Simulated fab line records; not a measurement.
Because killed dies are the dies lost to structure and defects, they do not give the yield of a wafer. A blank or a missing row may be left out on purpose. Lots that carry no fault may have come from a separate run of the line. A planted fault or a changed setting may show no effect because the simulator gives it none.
The tool behind it: which one? || flow gf180mcu || 11 lots, 33 wafers sampled, at 2 steps of a route of 602

== WHAT THE GAUGES READ, wafer by wafer ==
GF_VT_IMPLANT_RS_MEAS_46: a four-point-probe measurement.
{"lot": "L147", "measured": "day 7 08:17", "on": "film_metro-02", "MVSD_RS (ohm/sq)": "457.8 457.2 456.5"}
{"lot": "L150", "measured": "day 8 06:25", "on": "film_metro-01", "MVSD_RS (ohm/sq)": "456.7 456.1 456.4"}
{"lot": "L151", "measured": "day 8 09:39", "on": "film_metro-01", "MVSD_RS (ohm/sq)": "457.1 457.3 457.5"}
{"lot": "L154", "measured": "day 9 11:51", "on": "film_metro-01", "MVSD_RS (ohm/sq)": "457.4 457.1 457.8"}
{"lot": "L155", "measured": "day 9 12:45", "on": "film_metro-01", "MVSD_RS (ohm/sq)": "456.9 457.8 456.0"}
{"lot": "L162", "measured": "day 12 05:36", "on": "film_metro-01", "MVSD_RS (ohm/sq)": "530.5 530.5 530.1"}
{"lot": "L163", "measured": "day 12 06:46", "on": "film_metro-02", "MVSD_RS (ohm/sq)": "529.1 528.7 529.9"}
{"lot": "L164", "measured": "day 12 07:18", "on": "film_metro-04", "MVSD_RS (ohm/sq)": "457.5 456.7 457.6"}
{"lot": "L165", "measured": "day 12 08:31", "on": "film_metro-01", "MVSD_RS (ohm/sq)": "458.7 457.1 456.5"}
{"lot": "L166", "measured": "day 12 17:37", "on": "film_metro-04", "MVSD_RS (ohm/sq)": "458.4 457.4 458.9"}
{"lot": "L169", "measured": "day 14 04:04", "on": "film_metro-01", "MVSD_RS (ohm/sq)": "456.6 457.5 457.8"}

== WHAT TOOL EACH LOT RAN ON (gives the tool, then ch and the chambers of the sampled wafers, and finally the start) ==
{"lot": "L147", "GF_MVSD_IMPLANT_09": "implanter-02 ch 0, day 4 11:08"}
{"lot": "L150", "GF_MVSD_IMPLANT_09": "implanter-04 ch 0, day 5 05:28"}
{"lot": "L151", "GF_MVSD_IMPLANT_09": "implanter-04 ch 0, day 5 09:08"}
{"lot": "L154", "GF_MVSD_IMPLANT_09": "implanter-01 ch 0, day 6 01:14"}
{"lot": "L155", "GF_MVSD_IMPLANT_09": "implanter-04 ch 0, day 6 04:29"}
{"lot": "L162", "GF_MVSD_IMPLANT_09": "implanter-04 ch 0, day 8 08:47"}
{"lot": "L163", "GF_MVSD_IMPLANT_09": "implanter-04 ch 0, day 8 10:11"}
{"lot": "L164", "GF_MVSD_IMPLANT_09": "implanter-01 ch 0, day 8 10:37"}
{"lot": "L165", "GF_MVSD_IMPLANT_09": "implanter-02 ch 0, day 8 13:40"}
{"lot": "L166", "GF_MVSD_IMPLANT_09": "implanter-01 ch 0, day 8 21:01"}
{"lot": "L169", "GF_MVSD_IMPLANT_09": "implanter-01 ch 0, day 10 02:25"}
- GF_MVSD_IMPLANT_09

== THE ANSWER, worked out from the rows above alone ==
Rule: the usual values come from the lots themselves. The widest of any qualifying gaps counts: lots, ordered by their means at a reading, are off when they make up no more than a third of the lots, leave a main group of 4 or more, and stand apart from it by 3 or more times the standard deviation of that group's means. The tables above print the reading to a certain number of digits; a main group whose means all agree to those digits is not used. Also off: a lot with no number at a reading for which 4 or more lots have one. The other lots that the step has rows for count as sound.
Off: at GF_VT_IMPLANT_RS_MEAS_46 (MVSD_RS), L162, L163. Main group: mean 457.3 ohm/sq, sd 0.46.
If a tool, at a process step before that reading, ran all the lots that are off and no sound lot after the first of them, it fits. The gauges at GF_VT_IMPLANT_RS_MEAS_46 are tried like those tools. One candidate fits, namely implanter-04 at GF_MVSD_IMPLANT_09. Its last sound lot is L155 (day 6 04:29), its first lot that is off L162 (day 8 08:47): a fault that began between those two fits.

== WHAT HAD BEEN PUT IN BY THE SIMULATOR ==
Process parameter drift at GF_MVSD_IMPLANT_09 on implanter-04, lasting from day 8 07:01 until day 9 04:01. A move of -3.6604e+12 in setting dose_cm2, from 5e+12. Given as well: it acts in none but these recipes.
Struck lots among those shown: L162, L163. The rule above reached the same finding.
